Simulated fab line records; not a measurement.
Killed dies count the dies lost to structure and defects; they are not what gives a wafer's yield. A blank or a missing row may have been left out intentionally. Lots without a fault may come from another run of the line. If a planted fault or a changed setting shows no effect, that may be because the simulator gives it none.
2 desks, one fault -- flow sfqLine -- numbers are kept per desk, each desk with only its own; the story behind them comes last

== THE TOOL OWNER'S DESK: cmp-01 ==
The tool's own readings at SFQ_TRILAYER_I0_CMP_CMP_028 (polishes SiO2): means of the sampled wafers that have a number, for each lot that ran on this tool. The brackets show how far a lot's mean lies from the usual mean; more than 4 standard deviations puts the lot out of limits, marked OUT.
Columns: A = motorCurrentA at SFQ_TRILAYER_I0_CMP_CMP_028, usual 10.2 A; B = slurryFilterDpKPa at SFQ_TRILAYER_I0_CMP_CMP_028, usual 13.51 kPa; C = timeToEndpointS at SFQ_TRILAYER_I0_CMP_CMP_028, usual 217 s
lot,first seen here,A,B,C
L614,day 11 21:03,10.0,13.49,222
L615,day 12 01:20,10.2,13.52,222
L617,day 12 22:14,10.0,13.52,216
L618,day 13 09:03,10.1,13.46,218
L619,day 14 07:23,9.9,13.64,226
L620,day 14 15:53,10.2,13.56,219
L626,day 17 06:14,10.1,13.62,244
L627,day 17 10:10,10.4,13.57,247
L635,day 20 10:28,10.3,13.43,214
L636,day 20 22:44,10.1,13.50,215
Result from this desk: across the 10 lots, nothing is out of limits.

== THE METROLOGY DESK ==
What the gauges read for every lot (on any tool): the sampled wafers with a number, averaged. The brackets show how far a lot's mean lies from the usual mean; more than 4 standard deviations puts the lot out of limits, marked OUT.
Columns: A = M5_OVL at SFQ_M5_OVL_MEAS_932, usual -3 nm
lot,first seen here,A
L614,day 60 01:01,5
L615,day 60 11:49,-7
L616,day 65 06:21,3
L617,day 69 23:01,-1
L618,day 70 02:37,-8
L619,day 70 20:21,-8
L620,day 71 04:44,-6
L626,day 74 01:23,-2
L627,day 74 03:47,-9
L632,day 75 16:16,-10
L634,day 75 19:52,-0
L635,day 76 00:40,7
L636,day 76 05:27,-5
L637,day 76 07:52,3
Result from this desk: across the 14 lots, nothing is out of limits.

== BROUGHT TOGETHER ==
The tool owner's desk saw nothing out of limits.
Metrology desk: nothing out of limits seen.

== WHAT HAD BEEN PUT IN BY THE SIMULATOR ==
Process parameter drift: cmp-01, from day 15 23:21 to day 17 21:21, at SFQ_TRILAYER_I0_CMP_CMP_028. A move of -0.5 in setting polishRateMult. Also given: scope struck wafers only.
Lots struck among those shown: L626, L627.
